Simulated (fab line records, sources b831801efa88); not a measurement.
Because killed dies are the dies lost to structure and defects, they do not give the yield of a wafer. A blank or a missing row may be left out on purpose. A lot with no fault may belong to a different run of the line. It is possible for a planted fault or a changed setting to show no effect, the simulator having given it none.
Split-lot trial	flow gf180mcu	23 wafers read across 5 lots, on a route 602 steps long

ABOUT THE SPLIT
At GF_M4_SPUTTER_02 (material AlCu, target thk 450 nm, time 23.9 s), the setting time s was moved away from the recipe's 23.9 s on 4 of the 23 wafers read, by -10.8% to -5.2%. The other wafers ran this setting at the recipe's value.

FROM THE SPLIT TO THE READING: what the file shows between them, 7 steps
- GF_M4_SPUTTER_03: material Ti, target thk 10 nm, time 6.7 s
- GF_M4_SPUTTER_04: material TiN, target thk 50 nm, time 41.7 s
- GF_M4_RS_MEAS_05: measures by four-point-probe
- GF_M4_THK_MEAS_06: measures by xrf
- GF_M4_PEB_12: peb time 90 s (also split here: peb temp c)
- GF_M4_DEVELOP_13: develop time 60 s
- GF_M4_CD_MEAS_14: target cd 280 nm

THE READING
oes product au, in a.u., at GF_M4_METAL_ETCH_16 (etches the open film in Cl2/BCl3, stops on SiO2, target depth 627.5 nm, time 104.6 s). Typical for fault-free wafers on this fab line: 0.974 a.u., with standard deviation 0.0066 a.u.

wafer	tool, chamber at the split	time s as run, s	against the recipe	oes product au, a.u.	against lot-mates on the recipe
L074.2	pvd sputter-01, -	23.9	recipe	0.964	-
L074.3	pvd sputter-01, -	23.9	recipe	0.967	-
L074.4	pvd sputter-01, -	23.9	recipe	0.953	-
L074.5	pvd sputter-01, -	21.31	-10.8%	0.923	-0.038
L074.6	pvd sputter-01, -	21.31	-10.8%	0.923	-0.038
L078.1	pvd sputter-04, -	23.9	recipe	0.985	-
L078.2	pvd sputter-04, -	23.9	recipe	0.980	-
L078.4	pvd sputter-04, -	23.9	recipe	0.979	-
L078.5	pvd sputter-04, -	23.9	recipe	0.983	-
L078.6	pvd sputter-04, -	23.9	recipe	0.986	-
L082.2	pvd sputter-03, -	23.9	recipe	0.973	-
L082.3	pvd sputter-03, -	23.9	recipe	0.973	-
L082.4	pvd sputter-03, -	23.9	recipe	0.983	-
L084.1	pvd sputter-03, -	22.66	-5.2%	0.948	-0.024
L084.2	pvd sputter-03, -	22.66	-5.2%	0.960	-0.012
L084.3	pvd sputter-03, -	23.9	recipe	0.978	-
L084.4	pvd sputter-03, -	23.9	recipe	0.968	-
L084.6	pvd sputter-03, -	23.9	recipe	0.970	-
L085.1	pvd sputter-04, -	23.9	recipe	0.973	-
L085.3	pvd sputter-04, -	23.9	recipe	0.970	-
L085.4	pvd sputter-04, -	23.9	recipe	0.975	-
L085.5	pvd sputter-04, -	23.9	recipe	0.972	-
L085.6	pvd sputter-04, -	23.9	recipe	0.973	-

FIT RESULTS
A straight line over all 23 wafers: oes product au changes by +0.00456 a.u. for each +1% of time s; r = +0.89; the points scatter about the line by 0.0078 a.u.
The same after taking each lot's own level away (the mean of its wafers on the recipe; 23 wafers): +0.00353 a.u. for each +1%; r = +0.95; scatter 0.0041 a.u.
On that fit, the largest move of time s shifts the reading by 0.038 a.u.
Measured against the standard deviation above, the lots' own levels, which go from 0.9613 to 0.9826 a.u., span 3.2 times it.
So the slope is not independent of the lot-to-lot level: the two fits are not the same.
Check: for one of the wafers moved furthest among these (-10.8%), held out of the fit, the line's prediction against its lot-mates is -0.0381 a.u. Against them it came out at -0.0383 a.u.

OTHER SPLITS APPLIED TO THESE WAFERS
Before the reading, these wafers also passed through other splits. Each is held against what the fit with the lots' levels taken away leaves over:
other split on the same wafers	wafers away from the commonest value	r with oes product au (lot level and that fit taken away)
GF_M3_SPUTTER_00 power w	4	+0.16
GF_V3_CVD_02 time s	5	+0.17
GF_M4_PEB_12 peb temp c	8	-0.02

THE WHOLE CHAIN: every reading that the file lists as answering this split, in the file's order
step	what it does	reading	change (the file's fit)	r (the file's)
GF_M4_SPUTTER_02	material AlCu, target thk 450 nm, time 23.9 s	AlCu_of_M4_SPUTTER_02.thk nm (the simulator's own value, which no gauge read)	+4.48 nm for each +1% of the setting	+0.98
GF_M4_RS_MEAS_05	measures by four-point-probe	M4_ALCU_RS	-0.000793 for each +1% of the setting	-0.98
GF_M4_THK_MEAS_06	measures by xrf	M4_ALCU_THK	+4.48 for each +1% of the setting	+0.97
GF_M4_METAL_ETCH_16	etches the open film in Cl2/BCl3, stops on SiO2, target depth 627.5 nm, time 104.6 s	oes product au	+0.00351 a.u. for each +1% of the setting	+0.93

FILE'S OWN FIT
oes product au changes by +0.00351 a.u. for each +1% of time s, r = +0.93.
